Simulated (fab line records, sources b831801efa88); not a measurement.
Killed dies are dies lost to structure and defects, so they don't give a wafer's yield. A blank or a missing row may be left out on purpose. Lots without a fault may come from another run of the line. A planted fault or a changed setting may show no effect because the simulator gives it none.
fab line records | flow gf180mcu
record lots=11 wafers=33 last_day=34
route steps=602 shown MVPSD@82 VT_IMPLANT@119 POLY_GATE@168
lots that met no fault: from a run of the same line without faults
start_h: hours from the record's first day to the start of the lot's first wafer shown | wait_h: hours since the lot's step before | " the same as in the row above | L1.1+2: a row that stands for several wafers | - no value, or no start given | * or withheld: withheld | < > ~ a bound
route shown NAME@n: a module of which the file shows steps, and the number in the route of the first | usual: mean/standard deviation of fault-free wafers | same: alike in all rows | chamber/n: place in a boat | sites: the reading at each site | _std_site: their standard deviation | _edge_site: outer sites' mean less inner sites' | radius_mm: how far each site lies from the wafer's centre | mask NAME#n: copy n | behind: the tool/chamber that last shaped the wafer | hold: why the lot was held/for how many hours/how that ended | device: the transistor (n, p or np) that didn't switch | end of line: the same wafers' tests at the end of the route | a step without rows: its recipe alone | killed: dies lost to structure and defects at the first sort, not the wafer's yield | map: a wafer's dies, x killed, . not, _ none there
set.NAME: the setting as run; set.NAME@STEP: as run at that earlier step | model.NAME: the simulator's own value behind a step, which no gauge read
steps of the route over a sample of lots; a table a step, a row a wafer
services: from which hour (start_h, from the record's first day; less than 0 if before it) a tool's chamber was out of use, for how many hours, and why
## steps
# step GF_MVPSD_EXPOSE_04
# recipe mask_id=MVPSD target_cd_nm=1000 na=0.6 source_shape=conventional sigma_outer=0.6 dose_mj=260
# usual reticle_temp_C=22.99/0.094
# columns lot.wafer tool chamber start_h wait_h mask reticle_temp_C
L878.2 iline_stepper-01 0 89.10 - MVPSD#0 23.05
L878.5 " 0 " " MVPSD#0 23.05
L878.6 " 0 " " MVPSD#0 22.96
L879.1 iline_stepper-01 0 98.36 - MVPSD#0 22.80
L879.2 " 0 " " MVPSD#0 22.99
L879.6 " 0 " " MVPSD#0 22.95
L880.2 iline_stepper-01 0 105.88 - MVPSD#0 23.06
L880.3 " 0 " " MVPSD#0 22.95
L880.6 " 0 " " MVPSD#0 22.97
L881.1 iline_stepper-02 0 106.43 - MVPSD#0 23.01
L881.5 " 0 " " MVPSD#0 23.13
L881.6 " 0 " " MVPSD#0 23.13
L883.3 iline_stepper-01 0 123.83 - MVPSD#0 23.07
L883.5 " 0 " " MVPSD#0 22.85
L883.6 " 0 " " MVPSD#0 23.02
L890.3 iline_stepper-01 0 157.67 - MVPSD#0 22.92
L890.5 " 0 " " MVPSD#0 23.01
L890.6 " 0 " " MVPSD#0 23.05
L891.1 iline_stepper-01 0 166.56 - MVPSD#0 22.72
L891.5 " 0 " " MVPSD#0 22.83
L891.6 " 0 " " MVPSD#0 22.77
L893.3 iline_stepper-02 0 177.37 - MVPSD#0 22.96
L893.4 " 0 " " MVPSD#0 23.12
L893.5 " 0 " " MVPSD#0 23.06
L895.3 iline_stepper-02 0 188.62 - MVPSD#0 23.10
L895.4 " 0 " " MVPSD#0 23.05
L895.5 " 0 " " MVPSD#0 23.09
L899.1 iline_stepper-02 0 209.98 - MVPSD#0 22.98
L899.3 " 0 " " MVPSD#0 22.95
L899.4 " 0 " " MVPSD#0 23.13
L900.1 iline_stepper-02 0 217.36 - MVPSD#0 22.92
L900.2 " 0 " " MVPSD#0 22.97
L900.6 " 0 " " MVPSD#0 23.08
# step GF_MVPSD_OVL_MEAS_07
# usual MVPSD_OVL=0.8/1.5
# columns lot.wafer tool chamber start_h wait_h MVPSD_OVL[nm]
L878.2 overlay-01 - 95.57 - 0.7
L878.5 " - " " 2.6
L878.6 " - " " 1.0
L879.1 overlay-01 - 105.36 - 1.9
L879.2 " - " " 2.7
L879.6 " - " " 1.4
L880.2 overlay-01 - 112.72 - 3.0
L880.3 " - " " 0.9
L880.6 " - " " -0.2
L881.1 overlay-02 - 113.06 - 0.5
L881.5 " - " " 1.5
L881.6 " - " " 1.4
L883.3 overlay-02 - 130.68 - 1.9
L883.5 " - " " -0.1
L883.6 " - " " 0.4
L890.3 overlay-01 - 164.82 - 292.5
L890.5 " - " " 293.4
L890.6 " - " " 293.1
L891.1 overlay-01 - 174.41 - 292.6
L891.5 " - " " 291.4
L891.6 " - " " 290.3
L893.3 overlay-01 - 184.87 - 1.3
L893.4 " - " " 0.4
L893.5 " - " " 1.2
L895.3 overlay-02 - 196.47 - 2.1
L895.4 " - " " 0.4
L895.5 " - " " 1.8
L899.1 overlay-01 - 218.71 - 3.2
L899.3 " - " " 1.6
L899.4 " - " " 0.8
L900.1 overlay-02 - 224.96 - -1.3
L900.2 " - " " -0.4
L900.6 " - " " -0.3
# step GF_VT_IMPLANT_OVL_MEAS_29
# usual VT_IMPLANT_02_OVL=0.5/1.3
# columns lot.wafer tool chamber start_h wait_h VT_IMPLANT_02_OVL[nm]
L878.2 overlay-01 - 139.67 0.1 1.7
L878.5 " - " " 2.4
L878.6 " - " " 2.4
L879.1 overlay-02 - 149.61 0.1 -1.0
L879.2 " - " " -0.7
L879.6 " - " " 0.3
L880.2 overlay-02 - 158.62 0.1 -1.2
L880.3 " - " " 0.3
L880.6 " - " " -0.3
L881.1 overlay-01 - 158.76 0.1 -2.5
L881.5 " - " " 0.1
L881.6 " - " " -2.8
L883.3 overlay-01 - 176.72 0.1 -1.3
L883.5 " - " " 0.0
L883.6 " - " " -1.8
L890.3 overlay-01 - 214.42 0.1 -0.4
L890.5 " - " " 0.3
L890.6 " - " " 0.3
L891.1 overlay-02 - 224.71 0.1 -0.5
L891.5 " - " " 0.2
L891.6 " - " " 1.0
L893.3 overlay-02 - 237.12 0.1 -0.4
L893.4 " - " " -1.4
L893.5 " - " " -0.3
L895.3 overlay-01 - 249.57 0.1 0.4
L895.4 " - " " 2.5
L895.5 " - " " 3.2
L899.1 overlay-01 - 272.96 0.1 2.1
L899.3 " - " " 1.2
L899.4 " - " " 1.1
L900.1 overlay-01 - 279.86 0.1 -0.4
L900.2 " - " " 0.5
L900.6 " - " " -1.4
# step GF_VT_IMPLANT_STRIP_42
# recipe chemistry=O2/N2 power_w=1400 pressure_mtorr=1500 platen_temp_c=250 o2_flow_sccm=3000 n2_flow_sccm=300 overash_fraction=0.5
# usual drypump_motor_current_A=5.9/0.34 heater_power_w=339/29 o2_flow_sccm=3000/8.8 oes_product_au=0.716/0.0046 strip_time_to_endpoint_s=12.65/0.042
# columns lot.wafer tool chamber start_h wait_h drypump_motor_current_A heater_power_w o2_flow_sccm oes_product_au rf_hours_counter_h strip_time_to_endpoint_s
L878.2 plasma_asher-04 0 154.54 0.1 5.5 303 2989 0.716 50 12.62
L878.5 " 1 " " 6.3 388 3009 0.717 - 12.64
L878.6 " 0 " " 5.5 306 2982 0.720 - 12.63
L879.1 plasma_asher-02 1 164.84 0.1 6.0 318 3001 0.720 42 12.62
L879.2 " 0 " " 5.6 334 3016 0.723 42 12.62
L879.6 " 1 " " 6.0 320 3012 0.714 - 12.58
L880.2 plasma_asher-04 0 173.69 0.1 5.5 311 2997 0.721 52 12.66
L880.3 " 1 " " 6.2 392 3004 0.723 - 12.67
L880.6 " 1 " " 6.2 388 2993 0.714 - 12.65
L881.1 plasma_asher-03 0 174.59 0.1 5.8 333 3019 0.718 42 12.62
L881.5 " 0 " " 5.8 330 3001 0.718 - 12.62
L881.6 " 1 " " 6.4 326 3002 0.712 - 12.63
L883.3 plasma_asher-04 0 193.03 0.1 5.5 309 3009 0.711 - 12.64
L883.5 " 1 " " 6.3 395 3015 0.717 - 12.63
L883.6 " 0 " " 5.5 312 3011 0.710 - 12.69
L890.3 plasma_asher-04 1 232.03 0.1 6.3 385 2995 0.710 - 12.66
L890.5 " 0 " " 5.5 310 2995 0.711 - 12.64
L890.6 " 1 " " 6.2 387 3000 0.715 - 12.64
L891.1 plasma_asher-04 1 242.29 0.1 6.2 386 2988 0.715 60 12.66
L891.5 " 0 " " 5.5 306 3006 0.720 - 12.68
L891.6 " 1 " " 6.3 389 3001 0.720 - 12.68
L893.3 plasma_asher-03 1 255.63 0.1 6.4 328 3005 0.717 - 12.68
L893.4 " 0 " " 5.8 329 2985 0.710 - 12.71
L893.5 " 1 " " 6.4 325 3004 0.709 - 12.69
L895.3 plasma_asher-02 0 267.03 0.1 5.6 341 3009 0.714 - 12.70
L895.4 " 1 " " 6.0 326 3006 0.710 - 12.66
L895.5 " 0 " " 5.6 331 2991 0.713 - 12.68
L899.1 plasma_asher-03 0 292.94 0.1 5.8 325 3011 0.710 54 12.61
L899.3 " 1 " " 6.4 331 2997 0.714 - 12.63
L899.4 " 0 " " 5.8 331 3022 0.719 - 12.67
L900.1 plasma_asher-04 0 300.15 0.1 5.5 319 2991 0.719 66 12.64
L900.2 " 1 " " 6.3 393 2990 0.716 66 12.65
L900.6 " 0 " " 5.5 309 2994 0.719 - 12.70
# step GF_POLY_GATE_OVL_MEAS_11
# usual POLY_GATE_OVL=2/6.1
# columns lot.wafer tool chamber start_h wait_h POLY_GATE_OVL[nm]
L878.2 overlay-01 - 198.93 0.1 5
L878.5 " - " " 0
L878.6 " - " " 11
L879.1 overlay-02 - 203.18 0.1 -6
L879.2 " - " " 16
L879.6 " - " " 8
L880.2 overlay-01 - 211.18 0.1 1
L880.3 " - " " 9
L880.6 " - " " -2
L881.1 overlay-02 - 214.53 0.1 -7
L881.5 " - " " -2
L881.6 " - " " 8
L883.3 overlay-01 - 235.74 0.1 -3
L883.5 " - " " 1
L883.6 " - " " 5
L890.3 overlay-01 - 277.54 0.1 4
L890.5 " - " " 14
L890.6 " - " " 0
L891.1 overlay-01 - 292.48 0.1 -1
L891.5 " - " " -9
L891.6 " - " " -8
L893.3 overlay-02 - 306.19 0.1 -4
L893.4 " - " " 6
L893.5 " - " " -3
L895.3 overlay-01 - 314.44 0.1 10
L895.4 " - " " -2
L895.5 " - " " 6
L899.1 overlay-01 - 341.08 0.1 11
L899.3 " - " " -2
L899.4 " - " " -1
L900.1 overlay-01 - 349.13 0.1 6
L900.2 " - " " 1
L900.6 " - " " 1
## services
# columns tool chamber start_h hours kind
iline_stepper-01 - 91.73 2.0 repair
plasma_asher-02 - 120.90 1.6 repair
iline_stepper-02 - 128.36 4.1 repair
plasma_asher-03 - 139.48 1.9 repair
plasma_asher-02 - 143.25 2.5 repair
iline_stepper-01 - 152.18 2.5 repair
iline_stepper-02 0 178.36 - calibration
iline_stepper-02 - 184.64 1.7 pm
iline_stepper-01 0 229.44 - calibration
iline_stepper-01 - 249.47 1.7 pm
iline_stepper-01 - 278.79 4.4 pm
iline_stepper-01 - 293.76 2.1 pm
iline_stepper-01 - 295.85 - consumable_replace:lamp
## key
first_sign step=GF_MVPSD_OVL_MEAS_07 reading=MVPSD_OVL direction=up sigmas=99+ usual=0.8 struck=292.2
effect none on later readings
met_at GF_MVPSD_EXPOSE_04
struck_lots L890,L891
tester_left_out L890,L891
not_acting_at GF_VT_IMPLANT_OVL_MEAS_29,GF_VT_IMPLANT_STRIP_42,GF_POLY_GATE_OVL_MEAS_11
onset_between 123.83 157.67
fault kind=scanner_matching_overlay tool=iline_stepper-01 chamber=- onset_h=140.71 steps=GF_MVPSD_EXPOSE_04 offset=292.36
# tester_left_out: of these lots the tester's yield and bins aren't shown, on N5 and GAA mostly nor the transistor test; their killed dies are dies lost to structure and defects alone, not to doping, threshold or leakage, so they don't give the yield
